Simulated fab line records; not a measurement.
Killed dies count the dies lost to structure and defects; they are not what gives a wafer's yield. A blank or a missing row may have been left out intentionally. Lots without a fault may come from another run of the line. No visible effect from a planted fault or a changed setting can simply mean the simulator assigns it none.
Chamber matching | flow gf180mcu | 3 sister chambers for GF_V3_CVD_02 on pecvd-02
The step deposits SiO2 from TEOS, target thk 850 nm, time 94.851 s. 3 wafers are shown with their chamber, then 10 later ones without.

## WAFERS, EACH WITH ITS CHAMBER
wafer  | chamber | heater-power-outer-w (W)
L084.2 | 1       | 302
L087.2 | 0       | 410
L087.3 | 2       | 471

## WAFERS WITHOUT THEIR CHAMBER
wafer  | heater-power-outer-w (W)
L087.4 | 285
L089.2 | 381
L089.4 | 288
L089.6 | 419
L092.4 | 292
L092.5 | 437
L092.6 | 305
L093.1 | 389
L093.5 | 439
L093.6 | 290

## WHICH CHAMBER EACH ONE RAN IN
wafer  | from the rows above     | in truth
L087.4 | 1                       | 1
L089.2 | 0                       | 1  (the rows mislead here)
L089.4 | 1                       | 1
L089.6 | 0                       | 0
L092.4 | 1                       | 1
L092.5 | can't be placed: 0 or 2 | 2
L092.6 | 1                       | 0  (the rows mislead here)
L093.1 | 0                       | 0
L093.5 | can't be placed: 0 or 2 | 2
L093.6 | 1                       | 1
6 of 10 placed correctly. These rows do not allow placing 2 (true chamber among the candidates in 2). 2 placed wrongly.
How it was worked out, from the rows above alone: a wafer's distance from a chamber is the root of the sum, over the readings, of the square of ((its reading less the chamber's mean) divided by the reading's scatter). The wafer belongs to the nearest chamber; if the next one is less than 2 further off, it can't be placed. Each chamber's mean is taken over the wafers shown for it. The scatter (one wafer shown for each chamber): square how far every hidden wafer sits from the nearest shown wafer, average those squares and take the square root.
